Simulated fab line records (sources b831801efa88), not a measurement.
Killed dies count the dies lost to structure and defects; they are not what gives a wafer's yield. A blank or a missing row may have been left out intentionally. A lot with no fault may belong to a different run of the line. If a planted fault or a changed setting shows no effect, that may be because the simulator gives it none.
Code-filled problem report in 8D (eight disciplines) form :: flow sky130 :: the parts of the form that need people (team, actions taken, sign-off) are left out

1. THE ISSUE
Across 6 wafers from 2 lots, GATE_OXIDE_TW at SKY_GATE_OXIDE_TW_MEAS_14 averages 191.0, while fault-free wafers read 223.7 with a standard deviation of 1.7. Relative to the usual mean, that is a shift of -19 standard deviations.
The first sign was on wafer L321.4 at day 17 20:26, on filmMetro-01. At this step, 39 wafers from 13 lots have a number in the record. Rule for "out" (also "out of limits"): further than 4 standard deviations from the usual mean. Any other wafer with a number is counted as sound.

2. WHAT THIS IS AND IS NOT
question: which readings at this step
is: GATE_OXIDE_TW
is not: -

question: which lots
is: L321, L322
is not: L312, L313, L317, L326, L328, L329, L331, L332, L333, L334, L335

question: which wafers of those lots
is: all that have a number
is not: -

question: read on which gauges
is: filmMetro-01
is not: filmMetro-02, filmMetro-04

question: when
is: from day 17 20:26
is not: up to then (9 sound wafers); but 24 sound wafers of L326, L328, L329, L331, L332, L333, L334, L335 came after

3. WHAT RULES OUT EACH SUSPECT
Counting: any tool at a process step up to the reading is kept as a suspect provided that every lot that is out went through it and no sound lot did after the first of them.
- ruled out: the gauge at SKY_GATE_OXIDE_TW_MEAS_14. All the wafers that are out were read on filmMetro-01, but those of them that SKY_GATE_OXIDE_IMPLANT_11 has rows for are out there too, on other tools.
- implanter-01 at SKY_GATE_OXIDE_IMPLANT_11: ruled out as a lasting fault. After its first lot that is out, L321 (day 17 20:07), sound lots L331, L333, L332, L334 ran on it.
Left after counting: nothing in the record.

4. THE CAUSE (what the simulator had put in)
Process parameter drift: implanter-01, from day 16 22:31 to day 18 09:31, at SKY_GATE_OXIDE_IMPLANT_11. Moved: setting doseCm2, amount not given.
The count ruled it out by mistake, since the rule takes a fault to strike every lot its tool runs from the start of the fault on, and this one did not do so.

5. THE CHAIN OF EFFECTS, in route order
Each row: a reading where the mean over the struck wafers with a number is more than 3 standard deviations away from the usual. Scope: only readings with a usual standard deviation given in the record; hours: median across lots of the time from each lot's start at the first step in this table that gives one to its start at this step; sigmas: change in usual standard deviations.
hours: 0
step: SKY_GATE_OXIDE_IMPLANT_11
reading: doseIonsCm2
usual: 2.6004e+12
on struck wafers: 1.4560e+12
change: -1.1444e+12
sigmas: -99 or more

hours: 0
step: SKY_GATE_OXIDE_IMPLANT_11
reading: faradayCurrentUA
usual: 14.7
on struck wafers: 8.2
change: -6.5
sigmas: -22

hours: 0
step: SKY_GATE_OXIDE_TW_MEAS_14
reading: GATE_OXIDE_TW
usual: 223.7
on struck wafers: 191.0
change: -32.7
sigmas: -19
Process steps it contains:
- SKY_GATE_OXIDE_IMPLANT_11
At these later measuring or inspecting steps, every struck wafer for which the step has a row has a number for every such reading, and none has moved that far: SKY_POLY_GATE_THK_MEAS_01, SKY_POLY_GATE_CD_MEAS_13.

6. WHAT WOULD HAVE CAUGHT IT SOONER
Counted from the fault's start at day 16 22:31, it took 22 hours until the first out-of-limits reading at a measuring or inspecting step in this record, taken at day 17 20:26.
Tool's own readings at SKY_GATE_OXIDE_IMPLANT_11, doseIonsCm2, faradayCurrentUA: out on all struck wafers the step has rows for; an alarm limit on them would have tripped on the first.
